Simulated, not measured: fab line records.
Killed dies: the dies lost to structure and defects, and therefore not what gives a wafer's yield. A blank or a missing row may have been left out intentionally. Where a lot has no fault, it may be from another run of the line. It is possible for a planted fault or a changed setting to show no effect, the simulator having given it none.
Chamber matching + flow sky130 + SKY_CONTACT_CMP_27 on cmp-01: 4 sister chambers
The step polishes, stops on SiO2, t overpolish 15 s, target thk 0 nm. 4 wafers are shown with their chamber, then 6 later ones without.

== WAFERS PAIRED WITH THEIR CHAMBERS ==
| wafer  | chamber | motor-current-A (A) |
|--------|---------|---------------------|
| L682.5 | 1       | 11.1                |
| L692.2 | 0       | 10.1                |
| L691.3 | 3       | 10.9                |
| L691.5 | 2       | 12.8                |

== WAFERS MISSING THEIR CHAMBER ==
| wafer  | motor-current-A (A) |
|--------|---------------------|
| L694.2 | 13.1                |
| L694.5 | 10.7                |
| L694.6 | 12.8                |
| L697.2 | 12.6                |
| L697.4 | 10.7                |
| L697.5 | 10.8                |

== WHICH CHAMBER EACH WENT THROUGH ==
| wafer  | from the rows above     | in truth |
|--------|-------------------------|----------|
| L694.2 | 2                       | 2        |
| L694.5 | can't be placed: 3 or 1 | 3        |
| L694.6 | 2                       | 2        |
| L697.2 | 2                       | 2        |
| L697.4 | can't be placed: 3 or 1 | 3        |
| L697.5 | can't be placed: 3 or 1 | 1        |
3 of 6 placed correctly. Unplaceable from these rows: 3, with the true chamber sitting among the candidates in 3. Wrongly placed: 0.
How it was worked out, from the rows above alone: a wafer's distance from a chamber is the root of the sum, over the readings, of the square of ((its reading less the chamber's mean) divided by the reading's scatter). If the next closest chamber is less than 2 further off than the closest, the wafer can't be placed; otherwise it belongs to the closest. Each chamber's mean is taken over the wafers shown for it. The scatter: with one shown wafer a chamber, the root of the mean of the squares of how far each hidden wafer lies from its nearest shown one.
